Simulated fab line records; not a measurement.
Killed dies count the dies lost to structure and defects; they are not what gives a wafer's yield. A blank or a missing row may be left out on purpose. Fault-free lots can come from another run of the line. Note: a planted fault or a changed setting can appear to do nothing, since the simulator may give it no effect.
fab line records    flow sky130
record lots=6  wafers=18  lastDay=49
route steps=708 shown NWELL@61
lots with no fault: from the same line, run without faults
startH: start of the lot's first displayed wafer, in hours after the record's first day    waitH: how many hours have passed since the lot's step before this one    " same as the row above    L1.1+2: several wafers, shown together as one row    - no value, or no start was given    * or withheld: withheld    < > ~ a bound
route shown NAME@n: names a module that has steps shown in the file, with the first one's number in the route    usual: mean and standard deviation over wafers with no fault    same: alike in all rows    chamber/n: place in a boat    sites: readings site by site    _std_site: the standard deviation of these    _edge_site: outer sites' mean less inner sites'    radiusMm: for every site, how far away it sits from the centre of the wafer    mask NAME#n: copy n    behind: the tool/chamber that last shaped the wafer    hold: reason for holding the lot/hours on hold/outcome of the hold    device: which transistor (n, p or np) failed to switch    end of line: the route-end tests of the same wafers    a step given without rows: its recipe and nothing more    killed: dies lost to structure and defects at the first sort, not the wafer's yield    map: per-die view of a wafer (x killed, . not killed, _ where there is no die)
set.NAME: the setting that was run; set.NAME@STEP: the one run at that earlier step    model.NAME: the simulator's own value behind a step, which no gauge read
lots at some steps of the route; a table a step, a row a wafer
services: the hour from which a tool's chamber was out of use, counted from the record's first day as startH (under 0 if before that day), plus the number of hours and why
## steps
# step SKY_NWELL_PEB_08
# recipe tempC=115  timeS=withheld
# step SKY_NWELL_DEVELOP_09
# recipe wallAngleDeg=90  developer=TMAH  developTimeS=60  devTempC=23
# step SKY_NWELL_OVL_MEAS_10
# usual NWELL_00_OVL=1.1/1.6
lot.wafer  tool        chamber  startH  waitH  NWELL_00_OVL[nm]
L678.1     overlay-01  -        138.69  -      1.4
L678.2     "           -        "       "      2.1
L678.6     "           -        "       "      1.6
L682.1     overlay-01  -        161.10  -      1.3
L682.2     "           -        "       "      0.3
L682.6     "           -        "       "      1.5
L683.1     overlay-02  -        164.55  -      2.0
L683.3     "           -        "       "      -0.2
L683.6     "           -        "       "      1.8
L684.1     overlay-02  -        171.30  -      1.0
L684.2     "           -        "       "      1.3
L684.5     "           -        "       "      1.5
L685.1     overlay-01  -        176.65  -      1.5
L685.3     "           -        "       "      0.0
L685.6     "           -        "       "      0.8
L686.4     overlay-02  -        180.96  -      -1.0
L686.5     "           -        "       "      -1.0
L686.6     "           -        "       "      -1.3
# step SKY_NWELL_IMPLANT_11
# recipe species=P  energyKev=400  doseCm2=1.9e+13  tiltDeg=withheld
# step SKY_NWELL_IMPLANT_12
# recipe species=P  energyKev=120  doseCm2=1.3e+12  tiltDeg=withheld
# step SKY_NWELL_IMPLANT_13
# recipe species=P  energyKev=50  doseCm2=7e+11  tiltDeg=withheld
# step SKY_NWELL_STRIP_14
# recipe chemistry=O2/N2  powerW=1400  pressureMtorr=1500  platenTempC=withheld  o2FlowSccm=3000  n2FlowSccm=300  overashFraction=0.5
# usual drypumpMotorCurrentA=5.7/0.32  oesProductAu=0.722/0.0046  stripTimeToEndpointS=36.90/0.12
lot.wafer  tool            chamber  startH  waitH  drypumpMotorCurrentA  oesProductAu  rfHoursCounterH  stripTimeToEndpointS
L678.1     plasmaAsher-03  1        139.18  0.1    5.4                   0.721         47               37.17
L678.2     "               0        "       "      5.5                   0.721         47               37.06
L678.6     "               1        "       "      5.5                   0.723         -                37.14
L682.1     plasmaAsher-01  0        161.59  0.1    5.8                   0.731         4                37.08
L682.2     "               1        "       "      6.3                   0.720         4                36.95
L682.6     "               1        "       "      6.3                   0.723         -                37.02
L683.1     plasmaAsher-01  1        165.04  0.1    6.3                   0.715         4                36.87
L683.3     "               1        "       "      6.3                   0.726         -                36.90
L683.6     "               1        "       "      6.3                   0.725         -                36.90
L684.1     plasmaAsher-01  0        171.79  0.1    5.8                   0.720         5                37.06
L684.2     "               1        "       "      6.3                   0.716         5                36.87
L684.5     "               0        "       "      5.8                   0.720         -                37.02
L685.1     plasmaAsher-04  0        177.14  0.1    5.6                   0.713         37               36.89
L685.3     "               1        "       "      5.9                   0.716         -                36.85
L685.6     "               0        "       "      5.6                   0.716         -                36.86
L686.4     plasmaAsher-03  0        181.46  0.1    5.4                   0.721         -                36.95
L686.5     "               0        "       "      5.5                   0.720         -                36.91
L686.6     "               1        "       "      5.5                   0.714         -                36.90
# step SKY_NWELL_TW_MEAS_15
# usual NWELL_TW=1812/17
lot.wafer  tool          chamber  startH  waitH  NWELL_TW
L678.1     filmMetro-01  -        139.28  0.1    1815
L678.2     "             -        "       "      1831
L678.6     "             -        "       "      1829
L682.1     filmMetro-03  -        161.69  0.1    1811
L682.2     "             -        "       "      1804
L682.6     "             -        "       "      1810
L683.1     filmMetro-03  -        165.14  0.1    1808
L683.3     "             -        "       "      1814
L683.6     "             -        "       "      1805
L684.1     filmMetro-02  -        171.89  0.1    1797
L684.2     "             -        "       "      1793
L684.5     "             -        "       "      1789
L685.1     filmMetro-03  -        177.24  0.1    1799
L685.3     "             -        "       "      1795
L685.6     "             -        "       "      1794
L686.4     filmMetro-01  -        181.56  0.1    1846
L686.5     "             -        "       "      1834
L686.6     "             -        "       "      1835
# step SKY_NWELL_DEHYDRATE_16
# recipe tempC=200  timeS=60
# step SKY_NWELL_HMDS_17
# recipe primeTimeS=60  primeTempC=120
# step SKY_NWELL_COAT_18
# recipe spinRpm=2000  resistThkNm=3000
# step SKY_NWELL_SOFTBAKE_19
# recipe tempC=110  timeS=withheld
# step SKY_NWELL_EXPOSE_20
# recipe maskId=NWM_COMPLEMENT  na=0.6  sourceShape=conventional  sigmaOuter=0.6  polarization=unpolarized  targetCdNm=840  doseMj=260
# usual exposureDoseMJCm2=259.99/0.26  focusOffsetNm=-0.1/0.49
lot.wafer  tool             chamber  startH  waitH  mask              exposureDoseMJCm2  focusOffsetNm  model.NWELL.overlayXNm  model.NWELL.overlayYNm
L678.1     ilineStepper-01  0        148.94  -      NWM_COMPLEMENT#0  260.37             -0.4           0.4962                  -0.5574
L678.2     "                0        "       "      NWM_COMPLEMENT#0  260.44             -0.6           0.4962                  -0.5574
L678.6     "                0        "       "      NWM_COMPLEMENT#0  260.43             0.1            0.4962                  -0.5574
L682.1     ilineStepper-02  0        171.08  -      NWM_COMPLEMENT#0  260.40             0.3            0.3622                  0.2235
L682.2     "                0        "       "      NWM_COMPLEMENT#0  260.30             0.2            0.3622                  0.2235
L682.6     "                0        "       "      NWM_COMPLEMENT#0  260.05             0.2            0.3622                  0.2235
L683.1     ilineStepper-01  -        175.13  -      NWM_COMPLEMENT#0  -                  -              1.448                   1.81
L683.3     "                -        "       "      NWM_COMPLEMENT#0  -                  -              1.448                   1.81
L683.6     "                -        "       "      NWM_COMPLEMENT#0  -                  -              1.448                   1.81
L684.1     ilineStepper-01  -        181.59  -      NWM_COMPLEMENT#0  -                  -              -0.04879                -2.839
L684.2     "                -        "       "      NWM_COMPLEMENT#0  -                  -              -0.04879                -2.839
L684.5     "                -        "       "      NWM_COMPLEMENT#0  -                  -              -0.04879                -2.839
L685.1     ilineStepper-01  0        187.85  -      NWM_COMPLEMENT#0  259.70             0.1            -0.9497                 -0.8831
L685.3     "                0        "       "      NWM_COMPLEMENT#0  259.76             -0.2           -0.9497                 -0.8831
L685.6     "                0        "       "      NWM_COMPLEMENT#0  259.55             -0.5           -0.9497                 -0.8831
L686.4     ilineStepper-01  0        192.11  -      NWM_COMPLEMENT#0  260.09             0.1            -1.433                  0.02586
L686.5     "                0        "       "      NWM_COMPLEMENT#0  259.68             -0.7           -1.433                  0.02586
L686.6     "                0        "       "      NWM_COMPLEMENT#0  259.71             0.4            -1.433                  0.02586
# step SKY_NWELL_PEB_21
# recipe tempC=115  timeS=withheld
## services
tool             chamber  startH  hours  kind
plasmaAsher-01   0        117.75  -      clean
plasmaAsher-01   1        117.75  -      clean
ilineStepper-01  -        118.76  15.3   repair
ilineStepper-01  -        134.07  1.7    pm
ilineStepper-02  -        147.29  10.9   repair
## key
firstSign step=SKY_NWELL_EXPOSE_20  reading=toolRecord  direction=missing
effect none on later readings
modelEffect step=SKY_NWELL_EXPOSE_20  value=NWELL.overlayXNm  without=-0.4571  struck=0.6994
metAt SKY_NWELL_EXPOSE_20
struckWafers L683.1,L683.3,L683.6,L684.1,L684.2,L684.5
sortLeftOut L683.1,L683.3,L683.6,L684.1,L684.2,L684.5
testerLeftOut L683,L684
onsetBetween 148.94 175.13
fault kind=skippedStepWhole  tool=ilineStepper-01  chamber=-  onsetH=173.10  steps=SKY_NWELL_EXPOSE_20  scope=struckLotsOnly
# testerLeftOut: of these lots the tester's yield and bins aren't shown, on N5 and GAA mostly nor the transistor test; their killed dies are dies lost to structure and defects alone, not to doping, threshold or leakage, so they don't give the yield
# sortLeftOut: the simulated sort isn't trusted on such a fault, so these wafers' sort isn't shown, and their yield isn't known
